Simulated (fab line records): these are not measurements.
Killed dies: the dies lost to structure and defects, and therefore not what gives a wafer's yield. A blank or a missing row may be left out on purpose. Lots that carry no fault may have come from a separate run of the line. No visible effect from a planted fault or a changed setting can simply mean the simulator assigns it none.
Matching of chambers    flow gf180mcu    GF_V1_CMP_04 on cmp-01: 4 sister chambers
The step polishes SiO2. 4 wafers are shown with their chamber, then 11 later ones without.

EACH WAFER AND ITS CHAMBER
wafer   chamber  motor current A (A)
L083.6  1        13.3
L085.1  2        10.0
L085.5  3        11.3
L086.2  0        12.8

WAFERS WITH NO CHAMBER GIVEN
wafer   motor current A (A)
L086.3  14.1
L086.5  13.2
L091.1  10.7
L091.2  13.1
L091.4  9.6
L092.3  10.2
L092.5  10.8
L092.6  10.3
L093.1  13.3
L093.3  10.4
L093.6  12.3

THE CHAMBER EACH PASSED THROUGH
wafer   from the rows above           in truth
L086.3  can't be placed: 1 or 0       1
L086.5  can't be placed: 1 or 0       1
L091.1  can't be placed: 3 or 2       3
L091.2  can't be placed: 1 or 0       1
L091.4  2                             2
L092.3  2                             2
L092.5  can't be placed: 3 or 2       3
L092.6  can't be placed: 2 or 3       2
L093.1  can't be placed: 1 or 0       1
L093.3  can't be placed: 2 or 3       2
L093.6  can't be placed: 0 or 1 or 3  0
Correct placement for 2 of the 11. Not placeable from these rows: 9 (in 9, the candidates include the true chamber). Wrongly placed: 0.
How it was worked out, from the rows above alone: a wafer's distance from a chamber is the root of the sum, over the readings, of the square of ((its reading less the chamber's mean) divided by the reading's scatter). The wafer belongs to the nearest chamber; if the next one is less than 2 further off, it can't be placed. Each chamber's mean is taken over the wafers shown for it. The scatter: root of mean squared gap, hidden wafer to nearest shown wafer, with one shown wafer a chamber.
